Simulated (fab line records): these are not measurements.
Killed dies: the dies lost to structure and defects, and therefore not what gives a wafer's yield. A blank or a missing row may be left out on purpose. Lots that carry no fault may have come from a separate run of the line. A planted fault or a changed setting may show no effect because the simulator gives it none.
Chamber matching -- flow sky130 -- SKY_VIA1_CMP_02 on cmp-02 has 4 sister chambers
The step polishes SiO2. 24 wafers are shown with their chamber, then 12 later ones without.

WAFERS PAIRED WITH THEIR CHAMBERS
wafer,chamber,motor current A (A)
L077.2,3,12.9
L077.3,1,11.4
L077.4,2,13.2
L078.3,2,12.7
L078.5,1,11.4
L078.6,0,12.2
L080.1,3,13.4
L080.2,1,11.1
L080.5,2,12.8
L082.2,0,12.7
L082.3,1,11.7
L082.6,2,12.4
L083.3,1,11.6
L083.4,2,12.7
L083.5,3,13.0
L084.2,3,12.4
L084.3,0,12.8
L084.6,3,13.4
L087.2,3,12.7
L087.4,2,13.2
L087.6,0,12.1
L090.1,3,12.5
L090.2,2,13.0
L090.4,1,11.5

SIGNATURES (averages over the wafers above)
reading,chamber 0,chamber 1,chamber 2,chamber 3,scatter within a chamber
motor current A,12.450,11.450,12.857,12.900,0.321
Rule: for each reading, subtract the chamber's mean from the wafer's reading, divide by that reading's scatter and square the result; add these up over the readings and take the root, which gives the wafer's distance from the chamber. If the next closest chamber is less than 2 further off than the closest, the wafer can't be placed; otherwise it belongs to the closest. The scatter: the root of (the sum of the squares of (reading less its chamber's mean) over the shown wafers, divided by (wafers less chambers)).

WAFERS WITHOUT THEIR CHAMBER
wafer,motor current A (A)
L092.1,13.4
L092.2,12.9
L092.6,11.8
L093.3,12.3
L093.4,13.0
L093.5,11.7
L096.2,10.9
L096.5,12.9
L096.6,12.4
L097.1,12.4
L097.2,12.7
L097.6,12.7

WHICH CHAMBER EACH ONE RAN IN
wafer,from the rows above,in truth
L092.1,can't be placed: 3 or 2 or 0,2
L092.2,can't be placed: 3 or 2 or 0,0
L092.6,can't be placed: 1 or 0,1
L093.3,can't be placed: 0 or 2 or 3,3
L093.4,can't be placed: 3 or 2 or 0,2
L093.5,can't be placed: 1 or 0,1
L096.2,1,1
L096.5,can't be placed: 3 or 2 or 0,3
L096.6,can't be placed: 0 or 2 or 3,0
L097.1,can't be placed: 0 or 2 or 3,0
L097.2,can't be placed: 2 or 3 or 0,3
L097.6,can't be placed: 2 or 3 or 0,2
Correctly placed: 1 of 12. Cannot be placed on the basis of these rows: 11; the candidates contain the true chamber in 11. Number placed wrongly: 0.
